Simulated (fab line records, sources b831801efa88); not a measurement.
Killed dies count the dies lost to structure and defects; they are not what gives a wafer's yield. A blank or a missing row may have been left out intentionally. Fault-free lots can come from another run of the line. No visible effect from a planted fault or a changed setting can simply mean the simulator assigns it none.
The tool behind it: which one? ; flow sky130 ; 11 lots with 31 wafers sampled at 6 steps, on a route of 708 steps

## WHAT THE GAUGES READ, wafer by wafer
The record holds no reading of a measuring or inspecting step that can be judged against a usual standard deviation.

## WHICH TOOL RAN EACH LOT (tool, then ch and the chambers of the sampled wafers, then the start)
lot;SKY_METAL4_DESCUM_15;SKY_METAL4_ETCH_17;SKY_VIA4_ETCH_12;SKY_METAL5_METAL_ETCH_15;SKY_METAL5_STRIP_16;SKY_PAD_OPEN_PROBE_99
L834;rie-metal-01 ch 0,1, day 42 03:15;rie-diel-03 ch 0,1,3, day 42 03:22;rie-diel-04 ch 0,2,3, day 43 05:37;rie-metal-03 ch 0,1, day 44 06:32;plasma-asher-01 ch 0,1, day 44 06:44;-
L835;rie-metal-01 ch 0, day 42 10:08;rie-diel-04 ch 0,1,3, day 42 10:16;rie-diel-01 ch 0,2,3, day 43 11:25;rie-metal-04 ch 0,1, day 44 10:55;plasma-asher-02 ch 0, day 44 11:09;prober-02, day 46 08:03
L836;rie-metal-03 ch 0,1, day 42 13:59;rie-diel-01 ch 0,3, day 42 14:07;rie-diel-01 ch 1,2,3, day 43 15:10;rie-metal-03 ch 0,1, day 44 17:40;plasma-asher-01 ch 0,1, day 44 17:54;-
L840;rie-metal-02 ch 0,1, day 44 12:35;rie-diel-01 ch 0,1,2, day 44 12:43;rie-diel-02 ch 0,1,2, day 45 11:46;rie-metal-03 ch 0,1, day 46 10:16;plasma-asher-03 ch 0,1, day 46 10:31;-
L841;rie-metal-01 ch 0,1, day 45 02:00;rie-diel-04 ch 0,1, day 45 02:07;rie-diel-01 ch 0,2,3, day 46 00:58;rie-metal-04 ch 0,1, day 47 00:29;plasma-asher-03 ch 0,1, day 47 00:41;-
L845;rie-metal-01 ch 0, day 45 06:57;rie-diel-04 ch 0, day 45 07:04;rie-diel-01 ch 3, day 46 06:27;rie-metal-04 ch 1, day 47 04:13;plasma-asher-01 ch 0, day 47 04:22;prober-01, day 49 00:02
L849;rie-metal-02 ch 0,1, day 46 06:35;rie-diel-04 ch 0,1,3, day 46 06:43;rie-diel-01 ch 0,1,2, day 47 03:46;rie-metal-03 ch 0,1, day 48 03:40;plasma-asher-03 ch 0,1, day 48 03:55;-
L852;rie-metal-02 ch 0, day 47 00:53;rie-diel-01 ch 0,2,3, day 47 01:01;rie-diel-04 ch 2,3, day 48 01:25;rie-metal-02 ch 0,1, day 48 22:37;plasma-asher-02 ch 0, day 48 22:51;prober-01, day 50 12:16
L854;rie-metal-01 ch 0,1, day 47 06:41;rie-diel-01 ch 0,1, day 47 06:49;rie-diel-02 ch 1,2,3, day 48 05:31;rie-metal-02 ch 0,1, day 49 02:28;plasma-asher-01 ch 0,1, day 49 02:42;prober-01, day 50 16:17
L855;rie-metal-03 ch 0,1, day 47 23:26;rie-diel-04 ch 0,2,3, day 47 23:34;rie-diel-01 ch 0,1, day 48 20:55;rie-metal-03 ch 0,1, day 49 16:38;plasma-asher-03 ch 0,1, day 49 16:50;prober-01, day 51 04:44
L856;rie-metal-01 ch 0,1, day 47 23:41;rie-diel-04 ch 0,3, day 47 23:49;rie-diel-02 ch 0,1,3, day 48 21:13;rie-metal-02 ch 0,1, day 49 15:19;plasma-asher-03 ch 0,1, day 49 15:34;prober-02, day 51 03:42
- SKY_METAL4_DESCUM_15: chemistry O2, time 8 s.
- SKY_METAL4_ETCH_17: etches SiO2 in C4F8/O2/Ar, stops on TiN, time 3.9 s, target depth 15 nm.
- SKY_VIA4_ETCH_12: etches SiO2 in C4F8/O2/Ar, stops on TiN, target depth 580 nm.
- SKY_METAL5_METAL_ETCH_15: etches the open film in Cl2/BCl3, stops on SiO2, target depth 1260 nm, time 252 s.
- SKY_METAL5_STRIP_16: strips in O2/N2.
- SKY_PAD_OPEN_PROBE_99

## WHAT THE TOOLS THEMSELVES READ (means of the sampled wafers that have a number; where no wafer has one, the mark that the record gives instead)
SKY_METAL4_DESCUM_15. Usual: drypump-motor-current-A 5.5 A, standard deviation 0.59; oes-product-au 0.998 a.u., standard deviation 0.009.
lot;tool;drypump-motor-current-A (A);oes-product-au (a.u.);flag
L834;rie-metal-01;5.9;0.997;
L835;rie-metal-01;6.5;0.999;
L836;rie-metal-03;5.1;1.011;
L840;rie-metal-02;5.1;0.992;
L841;rie-metal-01;6.2;0.989;
L845;rie-metal-01;6.5;0.992;
L849;rie-metal-02;5.1;1.000;
L852;rie-metal-02;4.7;0.991;
L854;rie-metal-01;6.2;0.994;
L855;rie-metal-03;5.3;1.014;
L856;rie-metal-01;6.2;0.993;

SKY_METAL4_ETCH_17. Usual: oes-product-au 0.753 a.u., standard deviation 0.0073; rf-fwd-power-W 1468 W, standard deviation 7.1.
lot;tool;oes-product-au (a.u.);rf-fwd-power-W (W);flag
L834;rie-diel-03;0.758;1469;
L835;rie-diel-04;0.749;1464;
L836;rie-diel-01;0.754;1476;
L840;rie-diel-01;0.751;1464;
L841;rie-diel-04;0.756;1469;
L845;rie-diel-04;0.751;1460;
L849;rie-diel-04;0.742;1464;
L852;rie-diel-01;0.754;1469;
L854;rie-diel-01;0.742;1465;
L855;rie-diel-04;0.762;1471;
L856;rie-diel-04;0.749;1467;

SKY_VIA4_ETCH_12. Usual: oes-product-au 0.926 a.u., standard deviation 0.0049; rf-fwd-power-W 1491 W, standard deviation 5.3.
lot;tool;oes-product-au (a.u.);rf-fwd-power-W (W);flag
L834;rie-diel-04;0.928;1489;
L835;rie-diel-01;0.921;1492;
L836;rie-diel-01;0.928;1488;
L840;rie-diel-02;0.929;1491;
L841;rie-diel-01;0.924;1489;
L845;rie-diel-01;0.929;1498;
L849;rie-diel-01;0.930;1491;
L852;rie-diel-04;0.933;1493;
L854;rie-diel-02;0.929;1491;
L855;rie-diel-01;0.923;1495;
L856;rie-diel-02;0.928;1494;

SKY_METAL5_METAL_ETCH_15. Usual: drypump-motor-current-A 5.4 A, standard deviation 0.51; oes-product-au 0.893 a.u., standard deviation 0.0049; rf-fwd-power-W 897.5 W, standard deviation 2.9; throttle-valve-pct 22.265 %, standard deviation 0.0091.
lot;tool;drypump-motor-current-A (A);oes-product-au (a.u.);rf-fwd-power-W (W);throttle-valve-pct (%);flag
L834;rie-metal-03;5.3;0.893;900.7;22.262;
L835;rie-metal-04;5.8;0.895;897.5;22.262;
L836;rie-metal-03;5.1;0.888;896.6;22.264;
L840;rie-metal-03;5.3;0.893;898.2;22.266;
L841;rie-metal-04;5.8;0.894;897.5;22.268;
L845;rie-metal-04;6.4;0.896;1038.7;22.262;OFF
L849;rie-metal-03;5.1;0.892;900.2;22.261;
L852;rie-metal-02;4.9;0.890;897.0;22.257;
L854;rie-metal-02;5.1;0.895;900.6;22.266;
L855;rie-metal-03;5.3;0.895;896.6;22.266;
L856;rie-metal-02;5.1;0.893;898.6;22.263;

SKY_METAL5_STRIP_16. Usual: drypump-motor-current-A 5.81 A, standard deviation 0.27; oes-product-au 0.711 a.u., standard deviation 0.0049; strip-time-to-endpoint-s 13.03 s, standard deviation 0.16.
lot;tool;drypump-motor-current-A (A);oes-product-au (a.u.);strip-time-to-endpoint-s (s);flag
L834;plasma-asher-01;6.14;0.712;12.93;
L835;plasma-asher-02;5.90;0.711;12.94;
L836;plasma-asher-01;5.97;0.707;13.09;
L840;plasma-asher-03;5.52;0.711;12.89;
L841;plasma-asher-03;5.53;0.712;12.91;
L845;plasma-asher-01;6.32;0.713;12.21;OFF
L849;plasma-asher-03;5.71;0.711;13.04;
L852;plasma-asher-02;5.91;0.711;13.19;
L854;plasma-asher-01;6.14;0.711;13.20;
L855;plasma-asher-03;5.51;0.709;12.86;
L856;plasma-asher-03;5.55;0.707;13.24;

SKY_PAD_OPEN_PROBE_99. Usual: killed_at_M0_to_M3 42, standard deviation 6.2; killed_at_M4_up 3.0, standard deviation 1.8; killed-at-contacts 25, standard deviation 5.9; killed-at-front-end 15, standard deviation 4.5; killed-at-other 0.2, standard deviation 0.45; killed-dies 85, standard deviation 9.9; killed-on-rim 17, standard deviation 3.5; killed-open 47, standard deviation 6.7; killed-short 39, standard deviation 6.4.
lot;tool;killed_at_M0_to_M3;killed_at_M4_up;killed-at-contacts;killed-at-front-end;killed-at-other;killed-dies;killed-on-rim;killed-open;killed-short;flag
L835;prober-02;35;2.3;28;9;0.7;75;13;39;36;
L845;prober-01;59;5.0;26;25;1.0;116;22;64;52;OFF
L852;prober-01;44;6.3;24;18;0.0;92;17;47;45;
L854;prober-01;41;3.7;31;17;0.0;93;17;51;42;
L855;prober-01;46;3.0;23;18;0.0;90;20;47;43;
L856;prober-02;42;4.3;22;19;0.0;87;15;46;41;

## THE ANSWER, worked out from the rows above alone
Rule: take the mean of a lot's wafers that have a number; if it is more than 3 standard deviations from the usual mean, the lot is off. Also off: a lot with no number at a reading for which 4 or more lots have one. Where the step has rows for the other lots, those lots are counted as sound. After the gauges, taken in route order, come the tools' own readings; for these a lot's mean is taken, as printed above. The first step at which some lot is off is used, and at that step the reading that is off furthest; a lot without a number counts as furthest.
Off: L845 (SKY_METAL5_METAL_ETCH_15, rf-fwd-power-W).
A tool fits if, at that step or a process step before it, it ran every lot that is off, and no sound lot after the first of them. One fits: rie-metal-04 at SKY_METAL5_METAL_ETCH_15. Its last sound lot is L841 (day 47 00:29), its first lot that is off L845 (day 47 04:13): a fault that began between those two fits.
On the lots that are off, the tool's own readings at SKY_METAL5_METAL_ETCH_15 differ by more than 5 times the standard deviation of the sound lots' means, which bears it out; rf-fwd-power-W reads 1038.7 W there versus 898.4 W on the sound lots.

## WHAT THE SIMULATOR HAD INSERTED
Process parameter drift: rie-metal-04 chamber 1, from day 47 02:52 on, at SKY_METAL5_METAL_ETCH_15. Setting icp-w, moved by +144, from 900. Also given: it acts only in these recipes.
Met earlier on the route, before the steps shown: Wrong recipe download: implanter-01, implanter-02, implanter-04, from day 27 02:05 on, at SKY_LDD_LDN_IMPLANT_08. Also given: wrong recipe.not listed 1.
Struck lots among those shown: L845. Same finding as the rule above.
